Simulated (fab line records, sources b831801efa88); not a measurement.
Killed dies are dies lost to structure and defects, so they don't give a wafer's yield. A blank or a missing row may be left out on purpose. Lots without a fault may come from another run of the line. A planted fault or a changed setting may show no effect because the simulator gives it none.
A struck lot beside a sound one | flow gf180mcu | 14 steps out of a route of 602
Sound: wafers L571.2, L571.5, L571.6. Struck: wafers L584.2, L584.4, L584.5. The cause comes at the end.
At each step with rows: each side's tool, then ch and its chambers, then its first start. Under that, the readings that differ: sound wafers | struck wafers | difference of the means | sigmas: that difference in standard deviations of wafers without a fault.
alike: readings whose means differ by less than 2 such deviations, and words and numbers that are the same on both sides. not compared: withheld readings, readings that some wafer has no value for, bounds like >300 that may hide the same value, and numbers for which the record gives no deviation and whose values overlap.
The two part at a step that has a row with sigmas, a row that says differs or no value, or rows on one side only. Numbers that don't overlap but have no deviation are shown without sigmas and don't part them. A reading that every wafer of one side lacks parts them only if that side has two wafers or more.

first, 2 steps without rows for these wafers: GF_M1_CLEAN_19 (cleans in DIW); GF_V1_CVD_00 (deposits SiO2, target thk 600 nm, time 100 s).
GF_V1_THK_MEAS_01:
  sound on film_metro-03, day 17 03:41; struck on film_metro-03, day 22 04:47
  alike: V1_CVD_00_THK
GF_V1_CVD_02: deposits SiO2 from TEOS, target thk 850 nm, time 94.851 s.
  sound on pecvd-03 ch 0,2, day 17 03:44; struck on pecvd-03 ch 0,2, day 22 04:50
  alike: heater_power_w
  not compared: since_wet_clean_h
GF_V1_THK_MEAS_03:
  sound on film_metro-03, day 17 03:49; struck on film_metro-02, day 22 04:55
  alike: V1_CVD_02_THK
GF_V1_CMP_04: polishes SiO2.
  sound on cmp-01 ch 0,1,2, day 17 04:01; struck on cmp-01 ch 2,3, day 22 04:58
  alike: motor_current_A, time_to_endpoint_s
GF_V1_BOW_MEAS_05:
  sound on film_metro-02, day 17 04:11; struck on film_metro-04, day 22 05:17
  alike: V1_BOW
then, 5 steps without rows for these wafers: GF_V1_DEHYDRATE_06 (time 60 s); GF_V1_HMDS_07 (prime time 60 s); GF_V1_COAT_08; GF_V1_COAT_09 (resist thk 1000 nm); GF_V1_SOFTBAKE_10 (time 60 s).
GF_V1_EXPOSE_11: exposes mask Via1, target cd 260 nm.
  sound on krf_scanner-02 ch 0, day 17 16:02; struck on krf_scanner-02, day 22 17:01
  no value came back on the struck wafers for exposure_dose_mJ_cm2, focus_offset_nm (nm), stage_vel_mm_s (mm/s); on the sound wafers exposure_dose_mJ_cm2 reads 38.23 38.26 38.21
  alike: mask
then, 1 step without rows for these wafers: GF_V1_PEB_12 (peb time 90 s).

WHERE THEY PART
Only at GF_V1_EXPOSE_11, within this record.

WHY: what the simulator had put in
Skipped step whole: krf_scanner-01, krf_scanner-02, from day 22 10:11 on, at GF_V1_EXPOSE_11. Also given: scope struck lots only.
